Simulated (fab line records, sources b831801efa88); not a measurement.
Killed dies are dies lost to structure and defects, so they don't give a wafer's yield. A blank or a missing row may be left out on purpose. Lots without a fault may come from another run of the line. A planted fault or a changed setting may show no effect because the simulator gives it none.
fab line records | flow sfq_line
record lots=6 wafers=18 last_day=85
route steps=325 shown M1@62 I1@73 M2@88
lots that met no fault: from a run of the same line without faults
start_h: hours from the record's first day to the start of the lot's first wafer shown | wait_h: hours since the lot's step before | " the same as in the row above | L1.1+2: a row that stands for several wafers | - no value, or no start given | * or withheld: withheld | < > ~ a bound
route shown NAME@n: a module of which the file shows steps, and the number in the route of the first | usual: mean/standard deviation of fault-free wafers | same: alike in all rows | chamber/n: place in a boat | sites: the reading at each site | _std_site: their standard deviation | _edge_site: outer sites' mean less inner sites' | radius_mm: how far each site lies from the wafer's centre | mask NAME#n: copy n | behind: the tool/chamber that last shaped the wafer | hold: why the lot was held/for how many hours/how that ended | device: the transistor (n, p or np) that didn't switch | end of line: the same wafers' tests at the end of the route | a step without rows: its recipe alone | killed: dies lost to structure and defects at the first sort, not the wafer's yield | map: a wafer's dies, x killed, . not, _ none there
set.NAME: the setting as run; set.NAME@STEP: as run at that earlier step | model.NAME: the simulator's own value behind a step, which no gauge read
lots at some steps of the route; a table a step, a row a wafer
services: from which hour (start_h, from the record's first day; less than 0 if before it) a tool's chamber was out of use, for how many hours, and why
## steps
# step SFQ_TRILAYER_M1_LITHO_COAT_044
# recipe resist=BARC spin_rpm=3000 resist_thk_nm=62
# step SFQ_TRILAYER_M1_LITHO_COAT_039
# recipe resist=KrF spin_rpm=3000 resist_thk_nm=600
# step SFQ_TRILAYER_M1_LITHO_SOFTBAKE_043
# recipe temp_c=withheld time_s=withheld resist=KrF
# step SFQ_TRILAYER_M1_LITHO_EXPOSE_040
# recipe mask_id=M1 na=0.6 source_shape=conventional sigma_outer=0.65 target_cd_nm=500 dose_mj=14.4
# step SFQ_TRILAYER_M1_LITHO_PEB_042
# recipe peb_temp_c=115 peb_time_s=60 resist=KrF
# step SFQ_TRILAYER_M1_LITHO_DEVELOP_041
# recipe time_s=60 resist=KrF
# step SFQ_M1_OVL_MEAS_911
# usual M1_OVL=0/6.3
# columns lot.wafer tool chamber start_h wait_h M1_OVL[nm]
L478.1 overlay-02 - 565.24 0.1 9
L478.3 " - " " 8
L478.6 " - " " 8
L483.1 overlay-02 - 623.06 0.1 -1
L483.3 " - " " -1
L483.5 " - " " 4
L486.2 overlay-02 - 637.46 0.1 7
L486.4 " - " " 13
L486.6 " - " " 16
L487.1 overlay-02 - 642.26 0.1 -6
L487.4 " - " " -5
L487.6 " - " " -9
L499.4 overlay-01 - 745.57 0.1 5
L499.5 " - " " -5
L499.6 " - " " 8
L500.1 overlay-01 - 752.76 0.1 -5
L500.3 " - " " -2
L500.4 " - " " -2
# step SFQ_TRILAYER_M1_BARC_OPEN_METAL_ETCH_054
# recipe mask_material=PR chemistry=O2 target_depth_nm=125 target=BARC icp_w=600 bias_w=80 pressure_mtorr=10 time_s=41.7
# usual drypump_motor_current_A=5.8/0.38 oes_product_au=0.685/0.0053
# columns lot.wafer tool chamber start_h wait_h drypump_motor_current_A oes_product_au rf_hours_counter_h
L478.1 rie_metal-02 0 565.27 0.0 5.6 0.690 13
L478.3 " 0 " " 5.6 0.686 -
L478.6 " 1 " " 6.5 0.684 -
L483.1 rie_metal-02 0 623.09 0.0 5.6 0.684 22
L483.3 " 0 " " 5.6 0.682 -
L483.5 " 1 " " 6.5 0.681 -
L486.2 rie_metal-04 1 637.49 0.0 5.4 0.690 14
L486.4 " 0 " " 5.9 0.684 -
L486.6 " 0 " " 5.9 0.689 -
L487.1 rie_metal-02 0 642.29 0.0 5.6 0.682 24
L487.4 " 0 " " 5.6 0.684 -
L487.6 " 0 " " 5.6 0.685 -
L499.4 rie_metal-03 0 745.61 0.0 5.6 0.684 -
L499.5 " 0 " " 5.6 0.688 -
L499.6 " 1 " " 6.1 0.683 -
L500.1 rie_metal-04 1 752.79 0.0 5.4 0.683 34
L500.3 " 1 " " 5.3 0.681 -
L500.4 " 0 " " 5.9 0.675 -
# step SFQ_TRILAYER_M1_ETCH_METAL_ETCH_042
# recipe target=Nb stop_on=SiO2 mask_material=PR chemistry=Cl2/Ar target_depth_nm=240 icp_w=600 bias_w=80 pressure_mtorr=10 time_s=120
# usual drypump_motor_current_A=5.8/0.38 oes_product_au=0.891/0.0072
# columns lot.wafer tool chamber start_h wait_h drypump_motor_current_A oes_product_au rf_hours_counter_h
L478.1 rie_metal-02 0 565.33 0.0 5.6 0.891 13
L478.3 " 0 " " 5.6 0.897 -
L478.6 " 1 " " 6.5 0.890 -
L483.1 rie_metal-02 0 623.15 0.0 5.6 0.895 22
L483.3 " 0 " " 5.6 0.893 -
L483.5 " 1 " " 6.5 0.896 -
L486.2 rie_metal-04 1 637.55 0.0 5.4 0.894 14
L486.4 " 0 " " 5.9 0.891 -
L486.6 " 0 " " 5.9 0.891 -
L487.1 rie_metal-02 0 642.35 0.0 5.6 0.881 24
L487.4 " 0 " " 5.6 0.881 -
L487.6 " 0 " " 5.6 0.896 -
L499.4 rie_metal-03 0 745.69 0.1 5.6 0.879 -
L499.5 " 0 " " 5.6 0.882 -
L499.6 " 1 " " 6.1 0.884 -
L500.1 rie_metal-04 1 752.85 0.0 5.3 0.883 34
L500.3 " 1 " " 5.3 0.885 -
L500.4 " 0 " " 5.9 0.883 -
# step SFQ_TRILAYER_M1_STRIP_STRIP_043
# recipe gas=O2 power_w=200 platen_temp_c=40 overash_fraction=0.65 chemistry=O2 pressure_mtorr=50
# usual drypump_motor_current_A=5.8/0.38 oes_product_au=0.999/0.008
# columns lot.wafer tool chamber start_h wait_h drypump_motor_current_A oes_product_au rf_hours_counter_h
L478.1 rie_metal-02 0 565.46 0.1 5.6 0.997 13
L478.3 " 0 " " 5.6 1.001 -
L478.6 " 1 " " 6.5 0.996 -
L483.1 rie_metal-02 0 623.28 0.1 5.6 1.002 22
L483.3 " 0 " " 5.6 1.001 -
L483.5 " 1 " " 6.5 1.005 -
L486.2 rie_metal-04 1 637.68 0.1 5.3 0.984 14
L486.4 " 0 " " 5.9 0.994 -
L486.6 " 0 " " 5.9 1.003 -
L487.1 rie_metal-02 0 642.48 0.1 5.6 1.007 24
L487.4 " 0 " " 5.6 1.003 -
L487.6 " 0 " " 5.6 1.004 -
L499.4 rie_metal-03 0 745.98 0.2 5.6 1.007 -
L499.5 " 0 " " 5.5 1.000 -
L499.6 " 1 " " 6.1 1.005 -
L500.1 rie_metal-04 1 752.98 0.1 5.4 0.988 34
L500.3 " 1 " " 5.4 0.994 -
L500.4 " 0 " " 5.9 1.001 -
# step SFQ_TRILAYER_M1_STRIP_SOLV_CLEAN_044
# recipe chemistry=NMP temp_c=70 time_s=600
# step SFQ_TRILAYER_I1_DEP_PECVD_045
# recipe material=SiO2 temp_c=150 time_s=111.11 pressure_torr=2.4 rf_w=183.3 precursor=SiH4/N2O target_thk_nm=500
# usual chamber_pressure_Torr=2.400/0.0054 heater_power_outer_w=28/10 heater_power_w=80/22 throttle_valve_pct=24.5/1.2
# columns lot.wafer tool chamber start_h wait_h chamber_pressure_Torr heater_power_outer_w heater_power_w throttle_valve_pct
L478.1 pecvd-01 0 566.23 0.0 2.407 22 66 25.5
L478.3 " 2 " " 2.402 28 78 27.3
L478.6 " 2 " " 2.402 29 82 27.2
L483.1 pecvd-02 0 624.07 0.0 2.404 45 104 22.6
L483.3 " 1 " " 2.405 41 106 24.2
L483.5 " 1 " " 2.406 41 110 24.6
L486.2 pecvd-01 1 638.45 0.0 - - - -
L486.4 " 0 " " - - - -
L486.6 " 1 " " - - - -
L487.1 pecvd-04 2 643.25 0.0 - - - -
L487.4 " 1 " " - - - -
L487.6 " 0 " " - - - -
L499.4 pecvd-04 1 746.61 0.0 2.404 27 77 24.8
L499.5 " 2 " " 2.401 27 80 24.0
L499.6 " 0 " " 2.395 29 82 23.4
L500.1 pecvd-02 1 753.75 0.0 2.403 41 111 24.3
L500.3 " 1 " " 2.395 29 95 24.5
L500.4 " 2 " " 2.401 6 33 24.6
# step SFQ_TRILAYER_I1_CMP_CMP_046
# recipe material=SiO2 down_force_psi=3 platen_rpm=60 pad_velocity_m_s=0.94248
# step SFQ_I1_BOW_MEAS_912
# recipe mode=bow
# usual I1_BOW=2/8
# columns lot.wafer tool chamber start_h wait_h I1_BOW[um]
L478.1 film_metro-02 - 569.31 2.0 2
L478.3 " - " " 7
L478.6 " - " " 10
L483.1 film_metro-01 - 627.15 2.0 -16
L483.3 " - " " -12
L483.5 " - " " -3
L486.2 film_metro-04 - 641.55 1.5 -4
L486.4 " - " " 3
L486.6 " - " " -4
L487.1 film_metro-02 - 646.95 2.0 -2
L487.4 " - " " -2
L487.6 " - " " -1
L499.4 film_metro-02 - 778.21 1.1 7
L499.5 " - " " -6
L499.6 " - " " -5
L500.1 film_metro-01 - 787.15 2.0 1
L500.3 " - " " 1
L500.4 " - " " 1
# step SFQ_TRILAYER_I1_METRO_MEASURE_047
# columns lot.wafer tool chamber start_h wait_h
L478.1+3+6 film_metro-02 - 569.43 0.1
L483.1+3+5 film_metro-01 - 627.27 0.1
L486.2+4+6 film_metro-04 - 641.85 0.3
L487.1+4+6 film_metro-02 - 647.07 0.1
L499.4+5+6 film_metro-02 - 778.87 0.6
L500.1+3+4 film_metro-01 - 787.27 0.1
# step SFQ_TRILAYER_I1_VIA_LITHO_COAT_054
# recipe resist=BARC spin_rpm=3000 resist_thk_nm=62
# step SFQ_TRILAYER_I1_VIA_LITHO_COAT_049
# recipe resist=KrF spin_rpm=3000 resist_thk_nm=650
# step SFQ_TRILAYER_I1_VIA_LITHO_SOFTBAKE_053
# recipe temp_c=withheld time_s=withheld resist=KrF
# step SFQ_TRILAYER_I1_VIA_LITHO_EXPOSE_050
# recipe mask_id=I1 na=0.6 source_shape=conventional sigma_outer=0.65 target_cd_nm=500 dose_mj=21.3
# step SFQ_TRILAYER_I1_VIA_LITHO_PEB_052
# recipe peb_temp_c=115 peb_time_s=60 resist=KrF
# step SFQ_TRILAYER_I1_VIA_LITHO_DEVELOP_051
# recipe time_s=60 resist=KrF
# step SFQ_I1_OVL_MEAS_913
# usual I1_OVL=-1/4.5
# columns lot.wafer tool chamber start_h wait_h I1_OVL[nm]
L478.1 overlay-02 - 585.93 0.1 6
L478.3 " - " " 4
L478.6 " - " " 5
L483.1 overlay-01 - 750.36 0.1 0
L483.3 " - " " -4
L483.5 " - " " 3
L486.2 overlay-02 - 765.96 0.1 -4
L486.4 " - " " -4
L486.6 " - " " 3
L487.1 overlay-01 - 770.76 0.1 -2
L487.4 " - " " -4
L487.6 " - " " -6
L499.4 overlay-02 - 905.62 0.1 -7
L499.5 " - " " 0
L499.6 " - " " -3
L500.1 overlay-02 - 914.00 0.1 9
L500.3 " - " " 3
L500.4 " - " " 6
# step SFQ_TRILAYER_I1_VIA_BARC_OPEN_VIA_ETCH_071
# recipe mask_material=PR chemistry=O2 target_depth_nm=125 target=BARC source_w=500 bias_w=80 pressure_mtorr=30 time_s=41.7
# step SFQ_TRILAYER_I1_VIA_ETCH_VIA_ETCH_052
# recipe target=SiO2 stop_on=Nb mask_material=PR taper_deg=20 chemistry=CHF3 target_depth_nm=260 source_w=500 bias_w=80 pressure_mtorr=30 time_s=withheld
# usual drypump_motor_current_A=6.1/0.38 oes_product_au=0.854/0.005
# columns lot.wafer tool chamber start_h wait_h drypump_motor_current_A oes_product_au model.etch.depth_nm
L478.1 rie_diel-04 1 586.00 0.0 6.1 0.853 200.9
L478.3 " 3 " " 5.8 0.849 198.4
L478.6 " 3 " " 5.8 0.853 198.9
L483.1 rie_diel-03 3 750.43 0.0 6.2 0.857 200
L483.3 " 0 " " 6.7 0.849 199.4
L483.5 " 3 " " 6.2 0.858 200.1
L486.2 rie_diel-04 3 766.03 0.0 5.8 0.375 0
L486.4 " 2 " " 6.2 0.377 0
L486.6 " 1 " " 6.1 0.378 0
L487.1 rie_diel-03 3 770.83 0.0 6.2 0.382 0
L487.4 " 2 " " 6.3 0.377 0
L487.6 " 0 " " 6.8 0.377 0
L499.4 rie_diel-03 1 905.68 0.0 6.1 0.860 201.7
L499.5 " 3 " " 6.2 0.858 201.5
L499.6 " 2 " " 6.3 0.851 200.7
L500.1 rie_diel-03 1 914.08 0.0 6.2 0.864 202.2
L500.3 " 2 " " 6.3 0.860 201.8
L500.4 " 3 " " 6.2 0.860 201.9
# step SFQ_TRILAYER_I1_VIA_STRIP_STRIP_053
# recipe gas=O2 power_w=200 platen_temp_c=40 overash_fraction=0.65 chemistry=O2 pressure_mtorr=50
# usual drypump_motor_current_A=5.73/0.25 oes_product_au=0.998/0.0079
# columns lot.wafer tool chamber start_h wait_h drypump_motor_current_A oes_product_au rf_hours_counter_h
L478.1 rie_metal-03 0 586.12 - 5.61 0.995 50
L478.3 " 0 " " 5.59 0.998 -
L478.6 " 1 " " 6.10 1.012 -
L483.1 rie_metal-03 0 750.55 - 5.56 0.992 75
L483.3 " 1 " " 6.04 1.003 -
L483.5 " 0 " " 5.59 0.997 -
L486.2 rie_metal-04 1 766.15 - 5.38 0.990 36
L486.4 " 0 " " 5.87 1.002 -
L486.6 " 0 " " 5.86 0.989 -
L487.1 rie_metal-01 0 770.95 - 5.66 0.992 37
L487.4 " 0 " " 5.65 0.986 -
L487.6 " 1 " " 5.95 1.000 -
L499.4 rie_metal-03 0 905.99 - 5.54 0.997 -
L499.5 " 0 " " 5.57 0.991 -
L499.6 " 1 " " 6.12 0.994 -
L500.1 rie_metal-04 0 914.19 - 5.87 0.992 82
L500.3 " 0 " " 5.86 0.983 -
L500.4 " 1 " " 5.37 0.987 -
# step SFQ_TRILAYER_I1_VIA_STRIP_SOLV_CLEAN_054
# recipe chemistry=NMP temp_c=70 time_s=600
# step SFQ_TRILAYER_M2_DEP_PRE_CLEAN_056
# recipe gas=Ar time_s=22.5 bias_v=250
# step SFQ_TRILAYER_M2_DEP_SPUTTER_055
# recipe material=Nb base_pressure_pa=1.33e-06 chamber_pressure_pa=0.1333 substrate_temp_c=20 resputter_cathode_voltage_v=400 target_thk_nm=200 power_w=2000 time_s=133.3
# usual throttle_valve_pct=29.9/0.74
# columns lot.wafer tool chamber start_h wait_h throttle_valve_pct
L478.1 pvd_sputter-06 - 586.92 0.0 29.6
L478.3 " - " " 29.6
L478.6 " - " " 29.8
L483.1 pvd_sputter-04 - 751.35 0.0 29.8
L483.3 " - " " 30.2
L483.5 " - " " 29.7
L486.2 pvd_sputter-06 - 766.95 0.0 29.3
L486.4 " - " " 29.7
L486.6 " - " " 29.5
L487.1 pvd_sputter-04 - 771.75 0.0 30.2
L487.4 " - " " 29.0
L487.6 " - " " 30.7
L499.4 pvd_sputter-04 - 906.60 0.0 30.4
L499.5 " - " " 30.3
L499.6 " - " " 30.7
L500.1 pvd_sputter-04 - 915.00 0.0 29.0
L500.3 " - " " 30.2
L500.4 " - " " 30.8
# step SFQ_M2_RS_MEAS_914
# recipe thk_meas_gauge=four-point-probe reads=Nb_of_TRILAYER_M2_DEP_SPUTTER_055
# usual M2_NB_RS=0.889/0.0098
# columns lot.wafer tool chamber start_h wait_h M2_NB_RS[ohm/sq]
L478.1 film_metro-04 - 587.01 0.0 0.885
L478.3 " - " " 0.891
L478.6 " - " " 0.890
L483.1 film_metro-03 - 751.44 0.0 0.874
L483.3 " - " " 0.887
L483.5 " - " " 0.871
L486.2 film_metro-02 - 767.06 0.1 0.867
L486.4 " - " " 0.876
L486.6 " - " " 0.877
L487.1 film_metro-04 - 771.85 0.0 0.882
L487.4 " - " " 0.909
L487.6 " - " " 0.904
L499.4 film_metro-02 - 906.76 0.1 0.885
L499.5 " - " " 0.872
L499.6 " - " " 0.891
L500.1 film_metro-04 - 915.10 0.1 0.889
L500.3 " - " " 0.882
L500.4 " - " " 0.890
# step SFQ_TRILAYER_M2_LITHO_COAT_062
# recipe resist=BARC spin_rpm=3000 resist_thk_nm=62
# step SFQ_TRILAYER_M2_LITHO_COAT_057
# recipe resist=KrF spin_rpm=3000 resist_thk_nm=600
# step SFQ_TRILAYER_M2_LITHO_SOFTBAKE_061
# recipe temp_c=withheld time_s=withheld resist=KrF
# step SFQ_TRILAYER_M2_LITHO_EXPOSE_058
# recipe mask_id=M2 na=0.6 source_shape=conventional sigma_outer=0.65 target_cd_nm=500 dose_mj=14.4
# usual exposure_dose_mJ_cm2=14.397/0.014 focus_offset_nm=0.0/0.61
# columns lot.wafer tool chamber start_h wait_h mask exposure_dose_mJ_cm2 focus_offset_nm
L478.1 krf_scanner-01 0 665.76 - M2#0 14.385 -0.4
L478.3 " 0 " " M2#0 14.392 0.4
L478.6 " 0 " " M2#0 14.376 0.2
L483.1 krf_scanner-01 0 757.59 - M2#0 14.410 -0.4
L483.3 " 0 " " M2#0 14.379 -0.4
L483.5 " 0 " " M2#0 14.408 -0.6
L486.2 krf_scanner-01 - 768.17 - M2#0 - -
L486.4 " - " " M2#0 - -
L486.6 " - " " M2#0 - -
L487.1 krf_scanner-01 - 772.78 - M2#0 - -
L487.4 " - " " M2#0 - -
L487.6 " - " " M2#0 - -
L499.4 krf_scanner-01 0 1036.36 - M2#0 14.393 0.8
L499.5 " 0 " " M2#0 14.417 0.1
L499.6 " 0 " " M2#0 14.406 1.4
L500.1 krf_scanner-01 0 1050.16 - M2#0 14.393 -0.1
L500.3 " 0 " " M2#0 14.392 0.6
L500.4 " 0 " " M2#0 14.408 -0.7
# step SFQ_TRILAYER_M2_LITHO_PEB_060
# recipe peb_temp_c=115 peb_time_s=60 resist=KrF
## services
# columns tool chamber start_h hours kind
rie_metal-04 0 543.92 37.1 repair
rie_metal-03 - 544.05 1.4 repair
krf_scanner-01 - 563.38 1.0 pm
krf_scanner-01 - 564.38 1.3 pm
krf_scanner-01 - 570.48 0.8 pm
rie_metal-03 - 628.69 0.4 repair
krf_scanner-01 - 644.36 1.0 pm
rie_metal-03 1 659.17 1.6 repair
krf_scanner-01 - 676.85 3.4 repair
rie_metal-03 0 688.31 6.8 repair
krf_scanner-01 - 704.13 1.3 pm
krf_scanner-01 - 713.96 4.0 pm
krf_scanner-01 - 736.24 0.4 repair
rie_metal-02 - 738.85 1.7 repair
krf_scanner-01 - 739.58 0.8 pm
rie_metal-02 - 812.13 2.8 pm
rie_metal-04 0 844.75 3.9 repair
rie_metal-02 - 891.60 14.6 pm
rie_metal-02 0 930.69 5.6 repair
rie_metal-04 - 934.25 4.0 pm
rie_metal-04 0 945.85 133.0 repair
rie_metal-04 - 979.66 28.1 pm
rie_metal-04 1 1036.43 8.0 repair
rie_metal-02 0 1038.25 2.3 repair
## key
first_sign step=SFQ_TRILAYER_I1_DEP_PECVD_045 reading=tool_record direction=missing
effect step=SFQ_TRILAYER_I1_VIA_ETCH_VIA_ETCH_052 reading=oes_product_au direction=down sigmas=95 usual=0.854 struck=0.377
effect step=SFQ_TRILAYER_M2_LITHO_EXPOSE_058 reading=tool_record direction=missing
model_effect step=SFQ_TRILAYER_I1_VIA_ETCH_VIA_ETCH_052 value=etch.depth_nm without=200 struck=0
met_at SFQ_TRILAYER_I1_DEP_PECVD_045
struck_wafers L486.2,L486.4,L486.6,L487.1,L487.4,L487.6
onset_between 566.23 638.45
fault kind=skipped_step_whole tool=pecvd-01,pecvd-04 chamber=- onset_h=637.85 steps=SFQ_TRILAYER_I1_DEP_PECVD_045 scope=struck_lots_only
